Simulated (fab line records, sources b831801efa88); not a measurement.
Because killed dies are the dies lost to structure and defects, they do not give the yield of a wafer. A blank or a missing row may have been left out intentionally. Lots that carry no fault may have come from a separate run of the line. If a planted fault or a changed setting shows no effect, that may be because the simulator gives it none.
Which tool is to blame?    flow sky130    13 lots with 39 wafers sampled at 2 steps, on a route of 708 steps

WHAT EACH GAUGE READ, for each wafer
SKY_LDD_HVN_OVL_MEAS_07. Usual: LDD_HVN_OVL 0.2 nm, standard deviation 1.4.
lot   measured      on          LDD_HVN_OVL (nm)  flag
L290  day 20 08:41  overlay-01  3.4 2.9 1.3       
L294  day 22 03:59  overlay-02  -1.4 -2.5 -1.7    
L295  day 22 11:29  overlay-01  1.8 0.7 0.4       
L297  day 23 12:52  overlay-01  0.3 1.0 1.3       
L301  day 24 15:11  overlay-02  0.3 0.5 -0.9      
L302  day 25 02:05  overlay-01  -1.0 -1.3 -1.2    
L303  day 25 14:40  overlay-02  -0.8 1.1 -1.5     
L304  day 25 22:25  overlay-01  2.1 -0.2 -0.2     
L308  day 27 12:14  overlay-01  -2.7 -1.0 -1.1    
L309  day 27 17:20  overlay-02  0.7 0.7 0.0       
L310  day 27 23:41  overlay-02  -0.8 -0.4 1.8     
L312  day 29 13:46  overlay-02  -1.4 -2.0 0.1     
L311  day 29 15:03  overlay-02  0.1 -1.0 3.9      

EACH LOT AND THE TOOL THAT RAN IT (in order: tool; ch and the chambers of the sampled wafers; start)
lot   SKY_LDD_N_IMPLANT_11
L290  implanter-01 ch 0, day 17 19:08
L294  implanter-03 ch 0, day 19 13:29
L295  implanter-03 ch 0, day 19 21:14
L297  implanter-04 ch 0, day 20 22:23
L301  implanter-01 ch 0, day 22 03:08
L302  implanter-04 ch 0, day 22 14:52
L303  implanter-01 ch 0, day 23 03:47
L304  implanter-03 ch 0, day 23 12:11
L308  implanter-03 ch 0, day 25 01:29
L309  implanter-01 ch 0, day 25 08:26
L310  implanter-04 ch 0, day 25 13:54
L312  implanter-03 ch 0, day 27 04:29
L311  implanter-01 ch 0, day 27 05:07
- SKY_LDD_N_IMPLANT_11

WHAT THE TOOLS THEMSELVES READ (means of the sampled wafers that have a number; where no wafer has one, the mark that the record gives instead)
SKY_LDD_N_IMPLANT_11. Usual: doseIonsCm2 7.499e+13, standard deviation 8.8e+10; faradayCurrentUA 423, standard deviation 7.7.
lot   tool          doseIonsCm2  faradayCurrentUA  flag
L290  implanter-01  7.498e+13    431               
L294  implanter-03  6.846e+13    388               OFF
L295  implanter-03  6.834e+13    380               OFF
L297  implanter-04  7.507e+13    424               
L301  implanter-01  7.490e+13    423               
L302  implanter-04  7.508e+13    419               
L303  implanter-01  7.496e+13    432               
L304  implanter-03  7.499e+13    425               
L308  implanter-03  7.494e+13    419               
L309  implanter-01  7.496e+13    425               
L310  implanter-04  7.514e+13    420               
L312  implanter-03  7.508e+13    422               
L311  implanter-01  7.495e+13    427               

THE ANSWER, worked out from the rows above alone
Rule: a lot counts as off when the mean over its wafers that have a number is more than 3 standard deviations away from the usual mean. Also off: a lot with no number at a reading for which 4 or more lots have one. The other lots that the step has rows for count as sound. After the gauges, taken in route order, come the tools' own readings; for these a lot's mean is taken, as printed above. At the first step where some lot is off, the reading lying furthest off is the one used; lots without a number count as furthest.
Off, at SKY_LDD_N_IMPLANT_11 on doseIonsCm2: L294, L295.
A tool fits if, at that step or a process step before it, it ran every lot that is off, and no sound lot after the first of them. No candidate that was tried fits.

WHAT WAS PUT IN BY THE SIMULATOR
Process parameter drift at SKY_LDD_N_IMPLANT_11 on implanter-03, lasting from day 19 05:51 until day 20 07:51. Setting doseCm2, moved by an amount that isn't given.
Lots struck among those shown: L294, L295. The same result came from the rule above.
